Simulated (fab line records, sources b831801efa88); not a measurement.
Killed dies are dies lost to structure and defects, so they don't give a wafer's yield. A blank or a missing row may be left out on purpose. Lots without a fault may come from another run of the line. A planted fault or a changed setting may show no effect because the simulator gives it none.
fab line records | flow sfq_line
record lots=6 wafers=18 last_day=83
route steps=325 shown M5@198 A5B@209 R5@212 I5@228 M8@325
lots that met no fault: from a run of the same line without faults
start_h: hours from the record's first day to the start of the lot's first wafer shown | wait_h: hours since the lot's step before | " the same as in the row above | L1.1+2: a row that stands for several wafers | - no value, or no start given | * or withheld: withheld | < > ~ a bound
route shown NAME@n: a module of which the file shows steps, and the number in the route of the first | usual: mean/standard deviation of fault-free wafers | same: alike in all rows | chamber/n: place in a boat | sites: the reading at each site | _std_site: their standard deviation | _edge_site: outer sites' mean less inner sites' | radius_mm: how far each site lies from the wafer's centre | mask NAME#n: copy n | behind: the tool/chamber that last shaped the wafer | hold: why the lot was held/for how many hours/how that ended | device: the transistor (n, p or np) that didn't switch | end of line: the same wafers' tests at the end of the route | a step without rows: its recipe alone | killed: dies lost to structure and defects at the first sort, not the wafer's yield | map: a wafer's dies, x killed, . not, _ none there
set.NAME: the setting as run; set.NAME@STEP: as run at that earlier step | model.NAME: the simulator's own value behind a step, which no gauge read
lots at some steps of the route; a table a step, a row a wafer
services: from which hour (start_h, from the record's first day; less than 0 if before it) a tool's chamber was out of use, for how many hours, and why
## steps
# step SFQ_TRILAYER_M5_LITHO_COAT_128
# recipe resist=BARC spin_rpm=3000 resist_thk_nm=62
# step SFQ_TRILAYER_M5_LITHO_COAT_123
# recipe resist=KrF spin_rpm=3000 resist_thk_nm=600
# step SFQ_TRILAYER_M5_LITHO_SOFTBAKE_127
# recipe temp_c=withheld time_s=withheld resist=KrF
# step SFQ_TRILAYER_M5_LITHO_EXPOSE_124
# recipe mask_id=M5 na=0.6 source_shape=conventional sigma_outer=0.65 target_cd_nm=700 dose_mj=14.4
# step SFQ_TRILAYER_M5_LITHO_PEB_126
# recipe peb_temp_c=115 peb_time_s=60 resist=KrF
# step SFQ_TRILAYER_M5_LITHO_DEVELOP_125
# recipe time_s=60 resist=KrF
# step SFQ_M5_OVL_MEAS_932
# usual M5_OVL=1/5.1
# columns lot.wafer tool chamber start_h wait_h M5_OVL[nm]
L483.1 overlay-02 - 1311.79 0.1 3
L483.2 " - " " 6
L483.4 " - " " 1
L489.3 overlay-01 - 1447.26 0.1 2
L489.4 " - " " 4
L489.5 " - " " 7
L490.1 overlay-01 - 1448.45 0.1 6
L490.3 " - " " 6
L490.4 " - " " -1
L494.1 overlay-02 - 1495.05 0.1 2
L494.2 " - " " -6
L494.5 " - " " -6
L500.2 overlay-02 - 1666.03 0.1 -2
L500.4 " - " " 1
L500.6 " - " " -3
L503.2 overlay-01 - 1691.69 0.1 3
L503.4 " - " " 2
L503.6 " - " " 9
# step SFQ_TRILAYER_M5_BARC_OPEN_METAL_ETCH_161
# recipe mask_material=PR chemistry=O2 target_depth_nm=125 target=BARC icp_w=600 bias_w=80 pressure_mtorr=10 time_s=41.7
# step SFQ_TRILAYER_M5_ETCH_METAL_ETCH_126
# recipe target=Nb stop_on=SiO2 mask_material=PR over_etch_frac=0.15 time_s=203.2 chemistry=Cl2/BCl3 target_depth_nm=265 icp_w=600 bias_w=80 pressure_mtorr=10
# usual drypump_motor_current_A=5.5/0.37 oes_product_au=0.729/0.0065
# columns lot.wafer tool chamber start_h wait_h drypump_motor_current_A oes_product_au rf_hours_counter_h
L483.1 rie_metal-03 0 1311.88 0.0 5.0 0.736 24
L483.2 " 1 " " 5.7 0.737 7
L483.4 " 0 " " 5.0 0.731 -
L489.3 rie_metal-03 1 1447.41 0.1 5.7 0.716 -
L489.4 " 0 " " 5.0 0.731 -
L489.5 " 1 " " 5.7 0.726 -
L490.1 rie_metal-01 0 1448.54 0.0 5.3 0.732 117
L490.3 " 0 " " 5.3 0.722 -
L490.4 " 1 " " 6.1 0.732 -
L494.1 rie_metal-01 0 1495.14 0.0 5.3 0.728 124
L494.2 " 1 " " 6.1 0.728 38
L494.5 " 0 " " 5.3 0.732 -
L500.2 rie_metal-02 0 1666.12 0.0 5.7 0.732 85
L500.4 " 1 " " 5.9 0.734 -
L500.6 " 1 " " 5.9 0.730 -
L503.2 rie_metal-01 1 1691.78 0.0 6.1 0.728 67
L503.4 " 0 " " 5.4 0.733 -
L503.6 " 0 " " 5.3 0.731 -
# step SFQ_TRILAYER_M5_STRIP_STRIP_127
# recipe gas=O2 power_w=200 platen_temp_c=40 overash_fraction=0.65 chemistry=O2 pressure_mtorr=50
# step SFQ_TRILAYER_M5_STRIP_SOLV_CLEAN_128
# recipe chemistry=NMP temp_c=70 time_s=600
# step SFQ_TRILAYER_A5B_DEP_PECVD_129
# recipe material=SiO2 temp_c=150 time_s=133.33 pressure_torr=2.4 rf_w=183.3 precursor=SiH4/N2O target_thk_nm=600
# step SFQ_TRILAYER_A5B_CMP_CMP_130
# recipe stop_on=Nb down_force_psi=3 platen_rpm=60 target_thk_nm=340.7
# usual edge_zone_pressure_frac=1.000/0.0055 head_pressure_psi=3.000/0.0055 motor_current_A=9.5/0.85
# columns lot.wafer tool chamber start_h wait_h edge_zone_pressure_frac head_pressure_psi motor_current_A model.SiO2_of_TRILAYER_A5B_DEP_PECVD_129.thk_nm
L483.4 cmp-01 2 1324.92 12.0 1.004 2.990 9.6 341.3
L483.1 " 3 " " 1.001 3.005 10.3 355.5
L483.2 " 0 " " 0.997 3.003 10.0 346.5
L489.4 cmp-02 3 1458.06 9.7 - - - 599.6
L489.3 " 1 1459.06 10.7 - - - 599.9
L489.5 " 3 1460.06 11.7 - - - 615.8
L490.4 cmp-02 2 1460.56 11.0 - - - 619.7
L490.1 " 0 1461.56 12.0 - - - 609.9
L490.3 " 1 " " - - - 606.5
L494.2 cmp-02 2 1509.56 13.4 1.008 2.991 8.5 333.5
L494.1 " 3 " " 1.003 2.995 9.4 326.2
L494.5 " 1 1511.06 14.9 0.997 3.001 9.5 335.5
L500.2 cmp-01 1 1667.86 0.5 1.003 3.000 8.8 339.9
L500.4 " 3 1668.86 1.5 1.002 2.998 10.4 344.7
L500.6 " 1 1669.86 2.5 1.007 3.003 8.8 334.1
L503.4 cmp-02 0 1693.84 1.0 0.999 3.000 8.5 335.3
L503.2 " 1 " " 0.997 2.994 10.4 332.5
L503.6 " 3 1695.34 2.5 1.012 3.014 9.7 321.7
# step SFQ_TRILAYER_A5B_METRO_MEASURE_131
# usual thk_nm=339/7.6
# columns lot.wafer tool chamber start_h wait_h thk_nm
L483.1 film_metro-02 - 1327.42 1.5 356
L483.2 " - " " 346
L483.4 " - " " 341
L489.3 film_metro-01 - 1460.96 1.4 600
L489.4 " - " " 599
L489.5 " - " " 616
L490.1 film_metro-04 - 1463.56 1.5 610
L490.3 " - " " 606
L490.4 " - " " 619
L494.1 film_metro-02 - 1511.56 1.0 326
L494.2 " - " " 333
L494.5 " - " " 336
L500.2 film_metro-01 - 1670.56 2.2 340
L500.4 " - " " 345
L500.6 " - " " 334
L503.2 film_metro-01 - 1696.04 1.2 333
L503.4 " - " " 335
L503.6 " - " " 322
# step SFQ_TRILAYER_R5_DEP_SPUTTER_132
# recipe material=Ti base_pressure_pa=1.33e-06 target_thk_nm=5 power_w=2000 time_s=5 chamber_pressure_pa=0.4
# step SFQ_TRILAYER_R5_DEP_SPUTTER_133
# recipe material=MoNx base_pressure_pa=1.33e-06 target_thk_nm=40 power_w=1000 time_s=66.7 chamber_pressure_pa=0.4
# step SFQ_TRILAYER_R5_DEP_SPUTTER_134
# recipe material=Ti base_pressure_pa=1.33e-06 target_thk_nm=5 power_w=2000 time_s=5 chamber_pressure_pa=0.4
# step SFQ_R5_RS_MEAS_933
# recipe thk_meas_gauge=four-point-probe reads=Ti_of_TRILAYER_R5_DEP_SPUTTER_134+MoNx_of_TRILAYER_R5_DEP_SPUTTER_133+Ti_of_TRILAYER_R5_DEP_SPUTTER_132
# usual R5_MONX_RS=7.10/0.079
# columns lot.wafer tool chamber start_h wait_h R5_MONX_RS[ohm/sq]
L483.1 film_metro-03 - 1328.71 0.0 7.19
L483.2 " - " " 7.10
L483.4 " - " " 7.05
L489.3 film_metro-02 - 1461.89 0.0 7.13
L489.4 " - " " 7.07
L489.5 " - " " 7.17
L490.1 film_metro-01 - 1464.85 0.0 7.03
L490.3 " - " " 6.98
L490.4 " - " " 7.02
L494.1 film_metro-03 - 1512.85 0.0 7.18
L494.2 " - " " 7.17
L494.5 " - " " 7.21
L500.2 film_metro-03 - 1671.67 0.0 7.04
L500.4 " - " " 7.16
L500.6 " - " " 7.17
L503.2 film_metro-02 - 1697.15 0.0 7.01
L503.4 " - " " 7.04
L503.6 " - " " 7.01
# step SFQ_R5_THK_MEAS_934
# recipe thk_meas_gauge=xrf reads=MoNx_of_TRILAYER_R5_DEP_SPUTTER_133
# usual R5_MONX_THK=39.4/0.47
# columns lot.wafer tool chamber start_h wait_h R5_MONX_THK[nm]
L483.1 film_metro-03 - 1328.83 0.1 38.9
L483.2 " - " " 39.5
L483.4 " - " " 39.9
L489.3 film_metro-02 - 1461.99 0.1 39.1
L489.4 " - " " 39.3
L489.5 " - " " 38.9
L490.1 film_metro-01 - 1464.97 0.1 40.3
L490.3 " - " " 40.2
L490.4 " - " " 39.7
L494.1 film_metro-03 - 1512.97 0.1 39.0
L494.2 " - " " 39.2
L494.5 " - " " 38.9
L500.2 film_metro-03 - 1671.78 0.1 39.4
L500.4 " - " " 38.9
L500.6 " - " " 38.9
L503.2 film_metro-02 - 1697.26 0.1 39.5
L503.4 " - " " 39.4
L503.6 " - " " 39.5
# step SFQ_TRILAYER_R5_LITHO_COAT_141
# recipe resist=BARC spin_rpm=3000 resist_thk_nm=62
# step SFQ_TRILAYER_R5_LITHO_COAT_136
# recipe resist=KrF spin_rpm=3000 resist_thk_nm=600
# step SFQ_TRILAYER_R5_LITHO_SOFTBAKE_140
# recipe temp_c=withheld time_s=withheld resist=KrF
# step SFQ_TRILAYER_R5_LITHO_EXPOSE_137
# recipe mask_id=R5 na=0.6 source_shape=conventional sigma_outer=0.65 target_cd_nm=500 dose_mj=14.4
# step SFQ_TRILAYER_R5_LITHO_PEB_139
# recipe peb_temp_c=115 peb_time_s=60 resist=KrF
# step SFQ_TRILAYER_R5_LITHO_DEVELOP_138
# recipe time_s=60 resist=KrF
# step SFQ_R5_OVL_MEAS_935
# usual R5_OVL=0/5.1
# columns lot.wafer tool chamber start_h wait_h R5_OVL[nm]
L483.1 overlay-02 - 1352.59 0.1 0
L483.2 " - " " -8
L483.4 " - " " -5
L489.3 overlay-02 - 1479.46 0.1 4
L489.4 " - " " 1
L489.5 " - " " 7
L490.1 overlay-02 - 1481.85 0.1 -3
L490.3 " - " " -4
L490.4 " - " " -5
L494.1 overlay-02 - 1521.03 0.1 0
L494.2 " - " " -4
L494.5 " - " " -1
L500.2 overlay-02 - 1674.08 0.1 -6
L500.4 " - " " -6
L500.6 " - " " -5
L503.2 overlay-01 - 1699.69 0.1 -1
L503.4 " - " " -5
L503.6 " - " " 2
# step SFQ_TRILAYER_R5_BARC_OPEN_METAL_ETCH_177
# recipe mask_material=PR chemistry=O2 target_depth_nm=125 target=BARC icp_w=600 bias_w=80 pressure_mtorr=10 time_s=41.7
# step SFQ_TRILAYER_R5_ETCH_METAL_ETCH_139
# recipe stop_on=SiO2 mask_material=PR chemistry=Cl2 target_depth_nm=60 icp_w=600 bias_w=80 pressure_mtorr=10 time_s=40
# usual drypump_motor_current_A=5.71/0.29 oes_product_au=0.985/0.0078
# columns lot.wafer tool chamber start_h wait_h drypump_motor_current_A oes_product_au rf_hours_counter_h
L483.1 rie_metal-02 0 1352.68 0.0 5.63 0.983 35
L483.2 " 1 " " 5.88 0.983 53
L483.4 " 0 " " 5.64 0.988 -
L489.3 rie_metal-01 1 1479.56 0.0 6.06 0.972 -
L489.4 " 0 " " 5.37 0.979 -
L489.5 " 0 " " 5.37 0.970 -
L490.1 rie_metal-01 0 1481.94 0.0 5.34 0.975 122
L490.3 " 1 " " 6.07 0.979 -
L490.4 " 0 " " 5.35 0.979 -
L494.1 rie_metal-02 0 1521.13 0.0 5.65 0.995 62
L494.2 " 1 " " 5.89 0.984 78
L494.5 " 0 " " 5.65 1.000 -
L500.2 rie_metal-02 0 1674.17 0.0 5.65 0.997 86
L500.4 " 1 " " 5.88 0.983 -
L500.6 " 1 " " 5.87 0.990 -
L503.2 rie_metal-02 0 1699.78 0.0 5.65 0.989 88
L503.4 " 0 " " 5.65 0.996 -
L503.6 " 1 " " 5.89 0.986 -
# step SFQ_TRILAYER_R5_STRIP_STRIP_140
# recipe gas=O2 power_w=200 platen_temp_c=40 overash_fraction=0.65 chemistry=O2 pressure_mtorr=50
# usual drypump_motor_current_A=5.71/0.29 oes_product_au=0.989/0.012
# columns lot.wafer tool chamber start_h wait_h drypump_motor_current_A oes_product_au rf_hours_counter_h
L483.1 rie_metal-02 0 1352.74 0.0 5.64 1.010 35
L483.2 " 1 " " 5.89 1.002 53
L483.4 " 0 " " 5.63 1.003 -
L489.3 rie_metal-01 1 1479.80 0.2 6.08 0.975 -
L489.4 " 0 " " 5.33 0.975 -
L489.5 " 0 " " 5.34 0.964 -
L490.1 rie_metal-01 0 1482.00 0.0 5.34 0.965 123
L490.3 " 1 " " 6.10 0.970 -
L490.4 " 0 " " 5.34 0.976 -
L494.1 rie_metal-02 0 1521.18 0.0 5.65 0.993 63
L494.2 " 1 " " 5.90 0.987 78
L494.5 " 0 " " 5.65 0.998 -
L500.2 rie_metal-02 0 1674.23 0.0 5.64 1.003 86
L500.4 " 1 " " 5.90 1.000 -
L500.6 " 1 " " 5.88 0.996 -
L503.2 rie_metal-02 0 1699.84 0.0 5.64 0.998 89
L503.4 " 0 " " 5.64 1.005 -
L503.6 " 1 " " 5.89 0.971 -
# step SFQ_TRILAYER_R5_STRIP_SOLV_CLEAN_141
# recipe chemistry=NMP temp_c=70 time_s=600
# step SFQ_TRILAYER_A5C_DEP_PECVD_142
# recipe material=SiO2 temp_c=150 time_s=15.556 pressure_torr=2.4 rf_w=183.3 precursor=SiH4/N2O target_thk_nm=70
# step SFQ_TRILAYER_I5_LITHO_COAT_149
# recipe resist=BARC spin_rpm=3000 resist_thk_nm=62
# step SFQ_TRILAYER_I5_LITHO_COAT_144
# recipe resist=KrF spin_rpm=3000 resist_thk_nm=650
# step SFQ_TRILAYER_I5_LITHO_SOFTBAKE_148
# recipe temp_c=withheld time_s=withheld resist=KrF
# step SFQ_TRILAYER_I5_LITHO_EXPOSE_145
# recipe mask_id=I5 na=0.6 source_shape=conventional sigma_outer=0.65 target_cd_nm=700 dose_mj=21.3
# step SFQ_TRILAYER_I5_LITHO_PEB_147
# recipe peb_temp_c=115 peb_time_s=60 resist=KrF
# step SFQ_TRILAYER_I5_LITHO_DEVELOP_146
# recipe time_s=60 resist=KrF
# step SFQ_I5_OVL_MEAS_936
# usual I5_OVL=0/4.7
# columns lot.wafer tool chamber start_h wait_h I5_OVL[nm]
L483.1 overlay-02 - 1429.29 0.1 0
L483.2 " - " " 4
L483.4 " - " " -1
L489.3 overlay-02 - 1487.86 0.1 -5
L489.4 " - " " 1
L489.5 " - " " -2
L490.1 overlay-02 - 1491.45 0.1 -1
L490.3 " - " " -7
L490.4 " - " " -8
L494.1 overlay-02 - 1533.03 0.1 -7
L494.2 " - " " -5
L494.5 " - " " -6
L500.2 overlay-02 - 1677.29 0.1 6
L500.4 " - " " 5
L500.6 " - " " 8
L503.2 overlay-01 - 1719.16 0.1 8
L503.4 " - " " 10
L503.6 " - " " 11
# step SFQ_TRILAYER_I5_BARC_OPEN_VIA_ETCH_200
# recipe mask_material=PR chemistry=O2 target_depth_nm=125 target=BARC source_w=500 bias_w=80 pressure_mtorr=30 time_s=41.7
# usual drypump_motor_current_A=5.7/0.37 oes_product_au=0.685/0.0049
# columns lot.wafer tool chamber start_h wait_h drypump_motor_current_A oes_product_au rf_hours_counter_h
L483.1 rie_diel-02 0 1429.33 0.0 5.7 0.689 19
L483.2 " 1 " " 5.1 0.674 11
L483.4 " 3 " " 6.0 0.680 6
L489.3 rie_diel-04 1 1487.88 0.0 6.0 0.677 5
L489.4 " 2 " " 6.1 0.690 11
L489.5 " 2 " " 6.0 0.691 -
L490.1 rie_diel-01 3 1491.48 0.0 5.9 0.676 9
L490.3 " 2 " " 6.0 0.680 17
L490.4 " 0 " " 6.0 0.695 16
L494.1 rie_diel-01 1 1533.07 0.0 5.4 0.676 13
L494.2 " 3 " " 5.9 0.683 10
L494.5 " 3 " " 6.0 0.685 -
L500.2 rie_diel-02 2 1677.32 0.0 5.1 0.685 17
L500.4 " 3 " " 6.0 0.686 10
L500.6 " 3 " " 6.0 0.685 -
L503.2 rie_diel-02 2 1719.19 0.0 5.0 0.684 17
L503.4 " 0 " " 5.7 0.689 2
L503.6 " 3 " " 6.0 0.683 -
# step SFQ_TRILAYER_I5_ETCH_VIA_ETCH_147
# recipe stop_on=Nb mask_material=PR chemistry=CHF3 target_depth_nm=360 source_w=500 bias_w=80 pressure_mtorr=30 time_s=withheld
# step SFQ_TRILAYER_I5_STRIP_STRIP_148
# recipe gas=O2 power_w=200 platen_temp_c=40 overash_fraction=0.65 chemistry=O2 pressure_mtorr=50
# usual drypump_motor_current_A=5.5/0.34 oes_product_au=0.992/0.016
# columns lot.wafer tool chamber start_h wait_h drypump_motor_current_A oes_product_au rf_hours_counter_h
L483.1 rie_metal-04 1 1429.51 - 5.2 1.014 54
L483.2 " 0 " " 5.5 0.991 44
L483.4 " 1 " " 5.2 1.009 -
L489.3 rie_metal-01 1 1488.27 - 6.1 0.970 -
L489.4 " 0 " " 5.4 0.980 -
L489.5 " 0 " " 5.3 0.970 -
L490.1 rie_metal-01 1 1491.67 - 6.1 0.986 37
L490.3 " 1 " " 6.1 0.975 -
L490.4 " 0 " " 5.3 0.968 -
L494.1 rie_metal-04 1 1533.26 - 5.2 1.009 70
L494.2 " 0 " " 5.5 0.989 60
L494.5 " 1 " " 5.2 1.007 -
L500.2 rie_metal-04 0 1677.51 - 5.5 0.978 80
L500.4 " 1 " " 5.2 1.003 -
L500.6 " 1 " " 5.2 1.000 -
L503.2 rie_metal-04 1 1719.58 - 5.2 1.007 -
L503.4 " 1 " " 5.2 1.009 -
L503.6 " 1 " " 5.2 1.012 -
# step SFQ_TRILAYER_I5_STRIP_SOLV_CLEAN_149
# recipe chemistry=NMP temp_c=70 time_s=600
# step SFQ_M8_BOW_MEAS_951
# recipe mode=bow
# usual M8_BOW=10/13
# columns lot.wafer tool chamber start_h wait_h M8_BOW[um] model.etest.i5.link_ohm
L483.1 film_metro-03 - 1839.31 0.0 18 2.265
L483.2 " - " " 26 2.245
L483.4 " - " " 20 2.268
L489.3 film_metro-01 - 1881.70 0.0 10 2.399
L489.4 " - " " 7 2.402
L489.5 " - " " 11 2.41
L490.1 film_metro-04 - 1882.86 0.0 16 2.397
L490.3 " - " " 13 2.413
L490.4 " - " " 15 2.387
L494.1 film_metro-04 - 1912.57 0.0 8 2.246
L494.2 " - " " -1 2.273
L494.5 " - " " 17 2.248
L500.2 film_metro-01 - 1977.18 0.0 6 2.263
L500.4 " - " " 3 2.276
L500.6 " - " " 14 2.253
L503.2 film_metro-01 - 1980.77 0.0 11 2.278
L503.4 " - " " 6 2.285
L503.6 " - " " 12 2.287
## services
# columns tool chamber start_h hours kind
film_metro-01 - 1288.11 1.1 pm
rie_diel-02 2 1323.90 3.5 repair
rie_metal-02 - 1324.52 1.4 pm
cmp-02 - 1338.12 0.6 repair
film_metro-01 - 1341.54 1.9 pm
cmp-02 - 1347.77 7.1 repair
cmp-02 - 1352.29 3.1 repair
rie_metal-02 0 1361.30 8.1 repair
rie_metal-01 1 1372.04 4.8 repair
rie_metal-01 0 1390.89 7.9 repair
cmp-02 - 1415.22 1.3 repair
cmp-02 - 1428.55 4.0 pm
cmp-02 - 1441.24 1.4 repair
cmp-02 - 1451.62 5.9 pm
rie_metal-01 - 1477.19 1.0 repair
rie_metal-02 1 1487.13 19.3 repair
rie_metal-01 - 1494.21 0.3 repair
rie_metal-04 1 1552.43 3.7 repair
rie_metal-04 0 1600.27 8.1 repair
rie_metal-02 - 1626.85 2.8 pm
cmp-02 - 1639.70 6.2 pm
cmp-02 - 1668.41 3.4 repair
cmp-02 - 1677.50 0.4 repair
rie_metal-04 0 1703.98 21.4 repair
## key
first_sign step=SFQ_TRILAYER_A5B_CMP_CMP_130 reading=tool_record direction=missing
effect step=SFQ_TRILAYER_A5B_METRO_MEASURE_131 reading=thk_nm direction=up sigmas=35 usual=339 struck=608
model_effect step=SFQ_TRILAYER_A5B_CMP_CMP_130 value=SiO2_of_TRILAYER_A5B_DEP_PECVD_129.thk_nm without=332.1 struck=608.6
model_effect step=SFQ_M8_BOW_MEAS_951 value=etest.i5.link_ohm without=2.27 struck=2.401
met_at SFQ_TRILAYER_A5B_CMP_CMP_130
struck_wafers L489.3,L489.4,L489.5,L490.1,L490.3,L490.4
fault kind=skipped_step_whole tool=cmp-02 chamber=- onset_h=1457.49 steps=SFQ_TRILAYER_A5B_CMP_CMP_130 scope=struck_lots_only
